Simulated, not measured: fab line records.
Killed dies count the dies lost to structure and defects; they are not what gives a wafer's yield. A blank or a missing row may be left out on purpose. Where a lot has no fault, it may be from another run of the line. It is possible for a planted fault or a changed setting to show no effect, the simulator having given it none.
A lot that was struck, set against a sound lot || flow sky130 || 15 out of 708 route steps
Sound: the wafers L808.1, L808.2, L808.3. Struck: wafers L814.2, L814.3, L814.4. The cause is given at the end.
Per side, at each step with rows, come the tool, then ch with its chambers, and then its first start. Under that, the readings that differ: sound wafers || struck wafers || difference of the means || sigmas: that difference in standard deviations of wafers without a fault.
alike: words and numbers the same on both sides, and readings whose means are apart by under 2 such deviations; not compared: readings that were withheld, readings missing a value for some wafer, numbers with overlapping values and no deviation given by the record, and bounds like >300 which may hide the same value.
The two part at a step that has a row with sigmas, a row that says differs or no value, or rows on one side only. Non-overlapping numbers with no deviation appear without sigmas and do not part them. A reading missing from all wafers of one side parts the sides only when that side holds two or more wafers.

SKY_VIA4_CMP_21: polishes, stops on SiO2, t overpolish 25 s, target thk 0 nm.
  sound on cmp-02 ch 0,2,3, day 42 22:16; struck on cmp-01 ch 0,2,3, day 45 09:08
{"reading": "motorCurrentA (A)", "sound": "12.4 12.5 11.7", "struck": "9.6 10.8 11.0", "difference": -1.7, "sigmas": -2}
{"reading": "timeToEndpointS (s)", "sound": "128 135 128", "struck": "120 121 122", "difference": -9, "sigmas": -2}
  alike: overpolishRunS
then, 1 step without rows for these wafers: SKY_METAL5_SPUTTER_00 (material Ti, target thk 15 nm, time 10 s).
SKY_METAL5_SPUTTER_01: material TiN, target thk 20 nm, time 16.7 s.
  sound: pvdSputter-01 at day 42 22:35; struck: pvdSputter-01 at day 45 09:27
  alike: cathodeDcPowerW, throttleValvePct
SKY_METAL5_SPUTTER_02: material AlCu, target thk 1150 nm, time 61.2 s.
  sound: pvdSputter-01 at day 42 22:36; struck: pvdSputter-01 at day 45 09:29
  alike: cathodeDcPowerW, throttleValvePct
SKY_METAL5_SPUTTER_03: material Ti, target thk 5 nm, time 3.3 s.
  sound: pvdSputter-01 at day 42 22:39; struck: pvdSputter-01 at day 45 09:32
  alike: cathodeDcPowerW, throttleValvePct
SKY_METAL5_SPUTTER_04: material TiN, target thk 70 nm, time 58.3 s.
  sound: pvdSputter-01 at day 42 22:40; struck: pvdSputter-01 at day 45 09:33
  alike: cathodeDcPowerW, throttleValvePct
SKY_METAL5_RS_MEAS_05: the measuring method here is four-point-probe.
  sound: filmMetro-03 at day 42 22:43; struck: filmMetro-02 at day 45 09:37
  alike: METAL5_ALCU_RS
SKY_METAL5_THK_MEAS_06: measures by xrf.
  sound: filmMetro-03 at day 42 22:50; struck: filmMetro-02 at day 45 09:43
  alike: METAL5_ALCU_THK
then, 4 steps without rows for these wafers: SKY_METAL5_DEHYDRATE_07 (time 60 s); SKY_METAL5_HMDS_08 (prime time 60 s); SKY_METAL5_COAT_09 (resist thk 1800 nm); SKY_METAL5_SOFTBAKE_10 (time 60 s).
SKY_METAL5_EXPOSE_11: exposes mask MM5, target cd 1600 nm.
  sound on ilineStepper-01 ch 0, day 43 10:22; struck on ilineStepper-01 ch 0, day 45 20:15
{"reading": "model.METAL5.overlayXNm (nm)", "sound": "1.432 1.432 1.432", "struck": "529 529 529", "difference": "+528", "sigmas": ""}
  alike: mask
next, for these wafers, 1 step has no rows: SKY_METAL5_PEB_12.
-- the record jumps here: 2 days lie between the struck wafers' starts before and after (it left off in module METAL5 and takes up again in module PAD_OPEN, whose first step shown is number 708 of the route) --
SKY_PAD_OPEN_PROBE_99:
  sound: prober-02 at day 45 21:56; struck: prober-01 at day 48 02:08
{"reading": "killedOpen", "sound": "49 58 53", "struck": "35 34 42", "difference": -16, "sigmas": -2}
{"reading": "model.etest.via4Chain.rcOhm", "sound": "0.8107 0.8305 0.7868", "struck": "0.9815 0.9157 1.006", "difference": "+0.1584", "sigmas": ""}
  alike: defectLimitedYield, killed_at_M0_to_M3, killed_at_M4_up, killedAtContacts, killedAtFrontEnd, killedAtOther, killedDies, killedShort, sort_bin_3_pad_short, sort_bin_5_function, sort_bin_6_memory, sortNPass, sortYieldPct

WHERE THEY PART
At SKY_VIA4_CMP_21 first; at SKY_PAD_OPEN_PROBE_99 last (within this record only).

WHY: what the simulator had put in
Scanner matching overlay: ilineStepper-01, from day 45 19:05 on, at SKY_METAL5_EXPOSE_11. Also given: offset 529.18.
